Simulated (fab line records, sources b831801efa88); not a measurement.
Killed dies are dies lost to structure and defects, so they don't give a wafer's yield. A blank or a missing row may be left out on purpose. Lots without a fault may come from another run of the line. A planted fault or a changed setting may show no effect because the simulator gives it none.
Chamber matching | flow gf180mcu | GF_MIM_CVD_05 on pecvd-03: 3 sister chambers
The step deposits Si3N4, target thk 42 nm, time 29.086 s. 14 wafers are shown with their chamber, then 7 later ones without.

WAFERS WITH THEIR CHAMBER
wafer  | chamber | heater_power_w (W)
L370.2 | 0       | 558
L370.4 | 0       | 553
L370.5 | 1       | 751
L376.3 | 1       | 662
L376.4 | 0       | 629
L376.6 | 1       | 667
L377.3 | 1       | 572
L377.4 | 2       | 645
L377.6 | 1       | 585
L380.3 | 2       | 589
L380.4 | 0       | 552
L380.5 | 1       | 667
L383.4 | 1       | 678
L383.5 | 0       | 551

SIGNATURES (means of the wafers above)
reading        | chamber 0 | chamber 1 | chamber 2 | scatter within a chamber
heater_power_w | 568.60    | 654.57    | 617.00    | 50.5
Rule: a wafer's distance from a chamber is the root of the sum, over the readings, of the square of ((its reading less the chamber's mean) divided by the reading's scatter). The wafer belongs to the nearest chamber; if the next one is less than 2 further off, it can't be placed. The scatter: the root of (the sum of the squares of (reading less its chamber's mean) over the shown wafers, divided by (wafers less chambers)).

WAFERS WITHOUT THEIR CHAMBER
wafer  | heater_power_w (W)
L383.6 | 547
L387.1 | 570
L387.3 | 630
L387.4 | 529
L391.2 | 543
L391.3 | 604
L391.5 | 528

WHICH CHAMBER EACH WENT THROUGH
wafer  | from the rows above          | in truth
L383.6 | can't be placed: 0 or 2 or 1 | 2
L387.1 | can't be placed: 0 or 2 or 1 | 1
L387.3 | can't be placed: 2 or 1 or 0 | 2
L387.4 | can't be placed: 0 or 2 or 1 | 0
L391.2 | can't be placed: 0 or 2 or 1 | 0
L391.3 | can't be placed: 2 or 0 or 1 | 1
L391.5 | can't be placed: 0 or 2 or 1 | 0
Placed correctly: 0 of 7. Can't be placed from these rows: 7 (the true chamber is among the candidates in 7). Placed wrongly: 0.
